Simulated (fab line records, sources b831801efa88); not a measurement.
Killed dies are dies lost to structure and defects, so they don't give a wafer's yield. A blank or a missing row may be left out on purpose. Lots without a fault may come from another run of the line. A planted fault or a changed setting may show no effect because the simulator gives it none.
fab line records | flow sky130 | part 1 of 2: steps 1 to 27 of 40
record lots=5 wafers=15 last_day=49
route steps=708 shown LI_CONTACT@383 LOCAL_INTERCONNECT@387 CONTACT@406
lots that met no fault: from a run of the same line without faults
start_h: hours from the record's first day to the start of the lot's first wafer shown | wait_h: hours since the lot's step before | " the same as in the row above | L1.1+2: a row that stands for several wafers | - no value, or no start given | * or withheld: withheld | < > ~ a bound
route shown NAME@n: a module of which the file shows steps, and the number in the route of the first | usual: mean/standard deviation of fault-free wafers | same: alike in all rows | chamber/n: place in a boat | sites: the reading at each site | _std_site: their standard deviation | _edge_site: outer sites' mean less inner sites' | radius_mm: how far each site lies from the wafer's centre | mask NAME#n: copy n | behind: the tool/chamber that last shaped the wafer | hold: why the lot was held/for how many hours/how that ended | device: the transistor (n, p or np) that didn't switch | end of line: the same wafers' tests at the end of the route | a step without rows: its recipe alone | killed: dies lost to structure and defects at the first sort, not the wafer's yield | map: a wafer's dies, x killed, . not, _ none there
set.NAME: the setting as run; set.NAME@STEP: as run at that earlier step | model.NAME: the simulator's own value behind a step, which no gauge read
lots at some steps of the route; a table a step, a row a wafer
services: from which hour (start_h, from the record's first day; less than 0 if before it) a tool's chamber was out of use, for how many hours, and why
## steps
# step SKY_LI_CONTACT_CVD_21
# recipe material=W target_thk_nm=400 time_s=120.56 temp_c=400 pressure_torr=40
# usual heater_power_w=977/32
# columns lot.wafer tool chamber start_h wait_h heater_power_w since_wet_clean_h
L076.3 cvd_w-01 1 703.18 0.1 924 -
L076.5 " 1 " " 937 -
L076.6 " 0 " " 985 -
L081.4 cvd_w-01 1 752.32 0.1 967 -
L081.5 " 0 " " 980 -
L081.6 " 1 " " 958 -
L083.2 cvd_w-01 0 778.66 0.0 986 375
L083.4 " 1 " " 944 -
L083.5 " 0 " " 981 -
L085.1 cvd_w-02 1 788.71 0.0 953 885
L085.2 " 0 " " 1033 885
L085.5 " 1 " " 948 -
L090.1 cvd_w-01 1 814.58 0.0 969 411
L090.3 " 1 " " 957 -
L090.5 " 1 " " 972 -
# step SKY_LI_CONTACT_RS_MEAS_22
# recipe thk_meas_gauge=four-point-probe reads=W_of_LI_CONTACT_CVD_21+TiN_of_LI_CONTACT_SPUTTER_20+Ti_of_LI_CONTACT_SPUTTER_19
# usual LI_CONTACT_W_RS=0.286/0.0032
# columns lot.wafer tool chamber start_h wait_h LI_CONTACT_W_RS[ohm/sq]
L076.3 film_metro-03 - 703.30 0.1 0.281
L076.5 " - " " 0.286
L076.6 " - " " 0.288
L081.4 film_metro-03 - 752.47 0.1 0.288
L081.5 " - " " 0.288
L081.6 " - " " 0.287
L083.2 film_metro-02 - 778.81 0.1 0.289
L083.4 " - " " 0.292
L083.5 " - " " 0.292
L085.1 film_metro-03 - 788.83 0.1 0.283
L085.2 " - " " 0.281
L085.5 " - " " 0.288
L090.1 film_metro-04 - 814.71 0.1 0.283
L090.3 " - " " 0.288
L090.5 " - " " 0.286
# step SKY_LI_CONTACT_THK_MEAS_23
# recipe thk_meas_gauge=xrf reads=W_of_LI_CONTACT_CVD_21
# usual LI_CONTACT_W_THK=391/5.8
# columns lot.wafer tool chamber start_h wait_h LI_CONTACT_W_THK[nm]
L076.3 film_metro-03 - 703.40 0.1 394
L076.5 " - " " 388
L076.6 " - " " 387
L081.4 film_metro-03 - 752.56 0.1 384
L081.5 " - " " 383
L081.6 " - " " 387
L083.2 film_metro-02 - 778.92 0.1 387
L083.4 " - " " 390
L083.5 " - " " 383
L085.1 film_metro-03 - 788.95 0.1 391
L085.2 " - " " 396
L085.5 " - " " 389
L090.1 film_metro-04 - 814.83 0.1 397
L090.3 " - " " 390
L090.5 " - " " 396
# step SKY_LI_CONTACT_CMP_24
# recipe stop_on=PSG t_overpolish_s=20 down_force_psi=3.5 platen_rpm=60 target_thk_nm=0 pad_velocity_m_s=0.94248
# usual motor_current_A=11.0/0.92 overpolish_run_s=20.001/0.0096 slurry_flow_ml_min=149.9/0.43 time_to_endpoint_s=95/4
# columns lot.wafer tool chamber start_h wait_h motor_current_A overpolish_run_s slurry_flow_ml_min time_to_endpoint_s
L076.3 cmp-02 2 703.44 0.0 10.3 20.007 149.8 93
L076.5 " 2 " " 10.7 19.988 150.2 92
L076.6 " 3 " " 10.5 19.996 149.5 97
L081.4 cmp-01 2 752.59 0.0 12.5 20.005 149.6 94
L081.6 " 2 " " 11.8 20.010 149.8 91
L081.5 " 3 " " 11.3 19.993 150.1 94
L083.2 cmp-02 1 778.97 0.0 11.3 20.011 150.8 92
L083.4 " 2 " " 10.3 20.001 149.5 88
L083.5 " 2 " " 10.4 20.004 149.8 90
L085.1 cmp-02 1 789.11 0.1 11.8 20.006 150.1 98
L085.2 " 2 " " 10.3 19.985 149.5 93
L085.5 " 3 " " 10.9 19.984 149.5 102
L090.3 cmp-01 0 814.89 0.0 12.3 20.015 151.2 95
L090.1 " 1 " " 10.2 19.995 149.8 94
L090.5 " 0 " " 12.2 20.002 150.0 96
# step SKY_LOCAL_INTERCONNECT_SPUTTER_00
# recipe material=TiN target_thk_nm=100 temp_c=300 power_w=6500 time_s=83.3 chamber_pressure_pa=0.4
# usual throttle_valve_pct=29.8/0.76
# columns lot.wafer tool chamber start_h wait_h throttle_valve_pct
L076.3 pvd_sputter-04 - 703.74 0.2 30.1
L076.5 " - " " 29.1
L076.6 " - " " 30.0
L081.4 pvd_sputter-01 - 752.89 0.2 30.4
L081.5 " - " " 30.3
L081.6 " - " " 29.6
L083.2 pvd_sputter-02 - 779.27 0.2 31.4
L083.4 " - " " 30.6
L083.5 " - " " 31.3
L085.1 pvd_sputter-04 - 789.31 0.1 30.3
L085.2 " - " " 29.3
L085.5 " - " " 29.2
L090.1 pvd_sputter-04 - 815.19 0.2 28.8
L090.3 " - " " 29.4
L090.5 " - " " 29.3
# step SKY_LOCAL_INTERCONNECT_RS_MEAS_01
# recipe thk_meas_gauge=four-point-probe reads=TiN_of_LOCAL_INTERCONNECT_SPUTTER_00
# usual LOCAL_INTERCONNECT_TIN_RS=14.15/0.19
# columns lot.wafer tool chamber start_h wait_h LOCAL_INTERCONNECT_TIN_RS[ohm/sq]
L076.3 film_metro-01 - 703.84 0.1 14.49
L076.5 " - " " 14.43
L076.6 " - " " 14.43
L081.4 film_metro-01 - 753.07 0.1 13.91
L081.5 " - " " 14.02
L081.6 " - " " 13.93
L083.2 film_metro-03 - 779.35 0.1 14.21
L083.4 " - " " 14.07
L083.5 " - " " 14.28
L085.1 film_metro-03 - 789.37 0.0 14.42
L085.2 " - " " 14.39
L085.5 " - " " 14.31
L090.1 film_metro-01 - 815.25 0.0 14.54
L090.3 " - " " 14.54
L090.5 " - " " 14.54
# step SKY_LOCAL_INTERCONNECT_THK_MEAS_02
# recipe thk_meas_gauge=xrf reads=TiN_of_LOCAL_INTERCONNECT_SPUTTER_00
# usual LOCAL_INTERCONNECT_TIN_THK=99.9/1.3
# columns lot.wafer tool chamber start_h wait_h LOCAL_INTERCONNECT_TIN_THK[nm]
L076.3 film_metro-01 - 703.94 0.1 97.7
L076.5 " - " " 97.4
L076.6 " - " " 98.1
L081.4 film_metro-01 - 753.16 0.1 101.2
L081.5 " - " " 100.8
L081.6 " - " " 101.4
L083.2 film_metro-03 - 779.46 0.1 100.2
L083.4 " - " " 101.0
L083.5 " - " " 100.1
L085.1 film_metro-03 - 789.49 0.1 98.9
L085.2 " - " " 99.3
L085.5 " - " " 99.6
L090.1 film_metro-01 - 815.37 0.1 97.6
L090.3 " - " " 97.0
L090.5 " - " " 97.6
# step SKY_LOCAL_INTERCONNECT_DEHYDRATE_03
# recipe temp_c=200 time_s=60
# columns lot.wafer tool chamber start_h wait_h
L076.3+5+6 litho_track-04 0 717.12 13.2
L081.4+5+6 litho_track-04 0 766.49 13.3
L083.2+4+5 litho_track-02 0 791.72 12.3
L085.1+2+5 litho_track-04 0 802.17 12.7
L090.1+3+5 litho_track-04 0 827.72 12.3
# step SKY_LOCAL_INTERCONNECT_HMDS_04
# recipe prime_time_s=60 prime_temp_c=120
# columns lot.wafer tool chamber start_h wait_h
L076.3+5+6 litho_track-04 0 717.27 0.1
L081.4+5+6 litho_track-04 0 766.64 0.1
L083.2+4+5 litho_track-02 0 791.87 0.1
L085.1+2+5 litho_track-04 0 802.32 0.1
L090.1+3+5 litho_track-04 0 827.87 0.1
# step SKY_LOCAL_INTERCONNECT_COAT_05
# recipe resist=BARC temp_c=withheld time_s=withheld spin_rpm=3000 resist_thk_nm=60
# columns lot.wafer tool chamber start_h wait_h
L076.3+5+6 litho_track-04 0 717.42 0.1
L081.4+5+6 litho_track-04 0 766.79 0.1
L083.2+4+5 litho_track-02 0 792.02 0.1
L085.1+2+5 litho_track-04 0 802.47 0.1
L090.1+3+5 litho_track-04 0 828.02 0.1
# step SKY_LOCAL_INTERCONNECT_COAT_06
# recipe resist=KrF-thick spin_rpm=3000 resist_thk_nm=450
# columns lot.wafer tool chamber start_h wait_h
L076.3+5+6 litho_track-04 0 - -
L081.4+5+6 litho_track-04 0 - -
L083.2+4+5 litho_track-02 0 - -
L085.1+2+5 litho_track-04 0 - -
L090.1+3+5 litho_track-04 0 - -
# step SKY_LOCAL_INTERCONNECT_SOFTBAKE_07
# recipe temp_c=100 time_s=90 resist=KrF-thick
# columns lot.wafer tool chamber start_h wait_h
L076.3+5+6 litho_track-04 0 - -
L081.4+5+6 litho_track-04 0 - -
L083.2+4+5 litho_track-02 0 - -
L085.1+2+5 litho_track-04 0 - -
L090.1+3+5 litho_track-04 0 - -
# step SKY_LOCAL_INTERCONNECT_EXPOSE_08
# recipe mask_id=LI1M na=0.8 source_shape=annular sigma_inner=0.55 sigma_outer=0.85 target_cd_nm=170 dose_mj=28
# columns lot.wafer tool chamber start_h wait_h mask
L076.3+5+6 krf_scanner-02 0 - - LI1M#0
L081.4+5+6 krf_scanner-02 0 - - LI1M#0
L083.2+4+5 krf_scanner-01 0 - - LI1M#0
L085.1+2+5 krf_scanner-01 0 - - LI1M#0
L090.1+3+5 krf_scanner-01 0 - - LI1M#0
# step SKY_LOCAL_INTERCONNECT_PEB_09
# recipe peb_temp_c=withheld peb_time_s=withheld resist=KrF-thick
# columns lot.wafer tool chamber start_h wait_h
L076.3+5+6 litho_track-03 0 - -
L081.4+5+6 litho_track-03 0 - -
L083.2+4+5 litho_track-04 0 - -
L085.1+2+5 litho_track-03 0 - -
L090.1+3+5 litho_track-02 0 - -
# step SKY_LOCAL_INTERCONNECT_DEVELOP_10
# recipe develop_time_s=60 resist=KrF-thick dev_temp_c=21
# columns lot.wafer tool chamber start_h wait_h
L076.3+5+6 litho_track-03 0 - -
L081.4+5+6 litho_track-03 0 - -
L083.2+4+5 litho_track-04 0 - -
L085.1+2+5 litho_track-03 0 - -
L090.1+3+5 litho_track-02 0 - -
# step SKY_LOCAL_INTERCONNECT_CD_MEAS_11
# recipe target_cd_nm=170
# usual cd_nm=169.5/1.6
# columns lot.wafer tool chamber start_h wait_h cd_nm
L076.3 cd_sem-01 - 731.51 - 170.9
L076.5 " - " " 171.3
L076.6 " - " " 171.8
L081.4 cd_sem-01 - 780.63 - 169.2
L081.5 " - " " 168.8
L081.6 " - " " 170.2
L083.2 cd_sem-01 - 806.34 - 167.8
L083.4 " - " " 167.7
L083.5 " - " " 167.9
L085.1 cd_sem-01 - 815.87 - 168.1
L085.2 " - " " 168.0
L085.5 " - " " 168.8
L090.1 cd_sem-02 - 841.55 - 168.3
L090.3 " - " " 169.5
L090.5 " - " " 168.4
# step SKY_LOCAL_INTERCONNECT_OVL_MEAS_12
# usual LOCAL_INTERCONNECT_OVL=1/5.6
# columns lot.wafer tool chamber start_h wait_h LOCAL_INTERCONNECT_OVL[nm]
L076.3 overlay-02 - 731.60 0.1 -8
L076.5 " - " " -12
L076.6 " - " " -3
L081.4 overlay-01 - 780.71 0.1 2
L081.5 " - " " 4
L081.6 " - " " 10
L083.2 overlay-01 - 806.44 0.1 -1
L083.4 " - " " 10
L083.5 " - " " -1
L085.1 overlay-02 - 815.99 0.1 1
L085.2 " - " " 8
L085.5 " - " " 11
L090.1 overlay-02 - 841.67 0.1 3
L090.3 " - " " -5
L090.5 " - " " -2
# step SKY_LOCAL_INTERCONNECT_ETCH_13
# recipe chemistry=N2/H2 target=BARC ion_energy_ev=200 bias_w=100 pressure_mtorr=30 n2_flow_sccm=100 h2_flow_sccm=200 icp_w=500 stop_on=SiO2 time_s=45.9 target_depth_a=600
# usual drypump_motor_current_A=5.9/0.33 he_backside_leak_sccm=3.34/0.29 oes_product_au=0.854/0.0045 rf_fwd_power_W=495.1/1.6 throttle_valve_pct=13.224/0.0093
# columns lot.wafer tool chamber start_h wait_h drypump_motor_current_A he_backside_leak_sccm oes_product_au rf_fwd_power_W rf_hours_counter_h throttle_valve_pct
L076.3 rie_metal-04 0 731.65 0.0 5.6 3.54 0.857 494.6 - 13.223
L076.5 " 1 " " 6.6 3.40 0.855 494.0 - 13.227
L076.6 " 0 " " 5.6 3.62 0.857 496.2 - 13.216
L081.4 rie_metal-03 0 780.75 0.0 6.0 3.14 0.861 498.0 - 13.223
L081.5 " 0 " " 6.0 3.11 0.858 496.0 - 13.225
L081.6 " 1 " " 5.7 3.24 0.860 492.3 - 13.245
L083.2 rie_metal-04 1 806.47 0.0 6.6 3.16 0.850 494.8 14 13.233
L083.4 " 1 " " 6.6 3.43 0.858 495.8 - 13.218
L083.5 " 0 " " 5.6 3.71 0.854 495.1 - 13.230
L085.1 rie_metal-02 0 816.03 0.0 6.0 3.34 0.856 497.5 1 13.219
L085.2 " 1 " " 5.7 3.21 0.853 496.7 14 13.217
L085.5 " 0 " " 6.1 3.30 0.854 494.4 - 13.215
L090.1 rie_metal-03 1 841.71 0.0 5.7 3.39 0.858 494.8 14 13.235
L090.3 " 1 " " 5.7 3.30 0.862 496.4 - 13.225
L090.5 " 0 " " 6.0 3.36 0.860 495.3 - 13.226
# step SKY_LOCAL_INTERCONNECT_METAL_ETCH_14
# recipe target_depth_nm=110 stop_on=PSG chemistry=Cl2/BCl3 target=TiN resist_sidewall_deg=88 pressure_mtorr=10 icp_w=900 bias_w=48.5 Cl2_flow_sccm=60 bcl3_flow_sccm=30 time_s=31.4
# usual drypump_motor_current_A=5.9/0.32 he_backside_leak_sccm=3.32/0.19 oes_product_au=0.940/0.0082 rf_fwd_power_W=889/3.5 throttle_valve_pct=21.902/0.0092
# columns lot.wafer tool chamber start_h wait_h drypump_motor_current_A he_backside_leak_sccm oes_product_au rf_fwd_power_W rf_hours_counter_h throttle_valve_pct
L076.3 rie_metal-04 0 731.71 0.0 5.6 3.65 0.934 891 - 21.898
L076.5 " 1 " " 6.5 3.16 0.923 888 - 21.915
L076.6 " 0 " " 5.6 3.52 0.931 892 - 21.912
L081.4 rie_metal-03 0 780.81 0.0 6.0 3.12 0.949 890 - 21.901
L081.5 " 0 " " 6.0 3.07 0.949 890 - 21.908
L081.6 " 1 " " 5.7 3.13 0.949 888 - 21.888
L083.2 rie_metal-04 1 806.54 0.0 6.5 3.46 0.937 887 14 21.898
L083.4 " 1 " " 6.5 3.28 0.937 892 - 21.915
L083.5 " 0 " " 5.6 3.65 0.937 894 - 21.902
L085.1 rie_metal-02 0 816.09 0.0 6.1 3.27 0.927 885 1 21.903
L085.2 " 1 " " 5.7 3.06 0.930 888 14 21.903
L085.5 " 0 " " 6.0 3.21 0.933 888 - 21.917
L090.1 rie_metal-03 1 841.77 0.0 5.7 3.34 0.925 886 14 21.910
L090.3 " 1 " " 5.7 3.30 0.932 887 - 21.915
L090.5 " 0 " " 6.0 3.24 0.932 891 - 21.920
# step SKY_LOCAL_INTERCONNECT_STRIP_15
# recipe chemistry=O2/N2 power_w=1400 pressure_mtorr=1500 platen_temp_c=withheld o2_flow_sccm=3000 n2_flow_sccm=300 overash_fraction=0.5
# usual drypump_motor_current_A=5.8/0.33 oes_product_au=0.426/0.0044 strip_time_to_endpoint_s=4.730/0.022
# columns lot.wafer tool chamber start_h wait_h drypump_motor_current_A oes_product_au rf_hours_counter_h strip_time_to_endpoint_s
L076.3 plasma_asher-01 1 731.77 0.1 5.5 0.429 - 4.763
L076.5 " 0 " " 5.9 0.431 - 4.736
L076.6 " 1 " " 5.5 0.432 - 4.762
L081.4 plasma_asher-01 1 780.88 0.1 5.5 0.425 - 4.755
L081.5 " 1 " " 5.5 0.432 - 4.738
L081.6 " 0 " " 6.0 0.427 - 4.699
L083.2 plasma_asher-02 0 806.59 0.0 5.1 0.431 5 4.693
L083.4 " 0 " " 5.1 0.430 - 4.692
L083.5 " 1 " " 6.2 0.431 - 4.718
L085.1 plasma_asher-01 1 816.14 0.0 5.5 0.426 67 4.731
L085.2 " 0 " " 5.9 0.429 67 4.751
L085.5 " 1 " " 5.4 0.428 - 4.731
L090.1 plasma_asher-01 1 841.82 0.0 5.5 0.429 69 4.744
L090.3 " 1 " " 5.5 0.421 - 4.718
L090.5 " 1 " " 5.5 0.425 - 4.777
# step SKY_LOCAL_INTERCONNECT_STRIP_16
# recipe chemistry=post_etch_residue_remover time_s=1200 temp_c=72.5
# columns lot.wafer tool chamber start_h wait_h
L076.3+5+6 wet_bench-03 2 731.84 0.0
L081.4+5+6 wet_bench-03 0 780.94 0.0
L083.2+4+5 wet_bench-01 2 806.69 0.1
L085.1+2+5 wet_bench-03 3 816.24 0.1
L090.1+3+5 wet_bench-01 2 841.92 0.1
# step SKY_LOCAL_INTERCONNECT_CLEAN_17
# recipe chemistry=IPA time_s=180 temp_c=25
# columns lot.wafer tool chamber start_h wait_h
L076.3+5+6 wet_bench-01 3 732.18 0.0
L081.4+5+6 wet_bench-04 2 781.28 0.0
L083.2+4+5 wet_bench-04 3 807.03 0.0
L085.1+2+5 wet_bench-04 3 816.58 0.0
L090.1+3+5 wet_bench-01 2 842.26 0.0
# step SKY_LOCAL_INTERCONNECT_CLEAN_18
# recipe chemistry=O3/DIW dry=n2_spin
# columns lot.wafer tool chamber start_h wait_h
L076.3+5+6 wet_bench-04 3 732.24 0.0
L081.4+5+6 wet_bench-03 1 781.34 0.0
L083.2+4+5 wet_bench-03 0 807.09 0.0
L085.1+2+5 wet_bench-01 0 816.64 0.0
L090.1+3+5 wet_bench-01 1 842.32 0.0
# step SKY_CONTACT_CVD_00
# recipe material=Si3N4 target_thk_nm=75 temp_c=400 time_s=withheld rf_w=450
# usual heater_power_w=729/100 rf_fwd_power_W=445.2/1.9
# columns lot.wafer tool chamber start_h wait_h heater_power_w rf_fwd_power_W
L076.3 pecvd-03 0 732.34 0.0 609 447.0
L076.5 " 2 " " 891 443.2
L076.6 " 0 " " 600 446.9
L081.4 pecvd-03 2 781.45 0.0 817 442.4
L081.5 " 1 " " 615 448.3
L081.6 " 0 " " 634 446.0
L083.2 pecvd-03 0 807.20 0.0 752 445.7
L083.4 " 0 " " 734 446.1
L083.5 " 0 " " 592 445.6
L085.1 pecvd-03 0 816.83 0.0 604 444.3
L085.2 " 1 " " 694 445.8
L085.5 " 1 " " 699 446.3
L090.1 pecvd-02 1 842.41 0.0 784 442.6
L090.3 " 2 " " 787 442.7
L090.5 " 2 " " 762 446.6
# step SKY_CONTACT_THK_MEAS_01
# recipe reads=Si3N4_of_CONTACT_CVD_00
# usual CONTACT_CVD_00_THK=75.0/1.1
# columns lot.wafer tool chamber start_h wait_h CONTACT_CVD_00_THK[nm]
L076.3 film_metro-02 - 732.39 - 73.8
L076.5 " - " " 76.0
L076.6 " - " " 74.3
L081.4 film_metro-01 - 781.50 - 76.4
L081.5 " - " " 74.7
L081.6 " - " " 76.7
L083.2 film_metro-01 - 807.29 - 75.3
L083.4 " - " " 76.0
L083.5 " - " " 75.8
L085.1 film_metro-02 - 816.88 - 74.9
L085.2 " - " " 73.8
L085.5 " - " " 75.1
L090.1 film_metro-02 - 842.44 - 73.7
L090.3 " - " " 72.9
L090.5 " - " " 75.3
# step SKY_CONTACT_HDPCVD_02
# recipe material=SiO2 target_thk_nm=565 sigma_open_frac=0.3 time_s=94.2 temp_c=600 sih4_flow_sccm=60 pressure_mtorr=6
# usual sih4_flow_sccm=60.01/0.16
# columns lot.wafer tool chamber start_h wait_h sih4_flow_sccm
L076.3 hdpcvd-02 1 732.43 0.0 60.07
L076.5 " 2 " " 59.96
L076.6 " 0 " " 59.85
L081.4 hdpcvd-01 0 781.56 0.1 59.89
L081.5 " 2 " " 59.83
L081.6 " 1 " " 60.02
L083.2 hdpcvd-01 0 807.34 0.0 59.96
L083.4 " 1 " " 60.04
L083.5 " 0 " " 59.99
L085.1 hdpcvd-02 0 816.94 0.1 59.66
L085.2 " 1 " " 60.05
L085.5 " 2 " " 60.06
L090.1 hdpcvd-02 0 842.58 0.1 60.14
L090.3 " 1 " " 59.98
L090.5 " 2 " " 60.04
# step SKY_CONTACT_THK_MEAS_03
# recipe reads=SiO2_of_CONTACT_HDPCVD_02
# usual CONTACT_HDPCVD_THK=565/5.7
# columns lot.wafer tool chamber start_h wait_h CONTACT_HDPCVD_THK[nm]
L076.3 film_metro-04 - 732.52 0.1 558
L076.5 " - " " 564
L076.6 " - " " 555
L081.4 film_metro-02 - 781.63 0.0 565
L081.5 " - " " 569
L081.6 " - " " 571
L083.2 film_metro-02 - 807.42 0.0 567
L083.4 " - " " 573
L083.5 " - " " 558
L085.1 film_metro-01 - 817.00 0.0 563
L085.2 " - " " 559
L085.5 " - " " 557
L090.1 film_metro-02 - 842.65 0.0 564
L090.3 " - " " 565
L090.5 " - " " 570
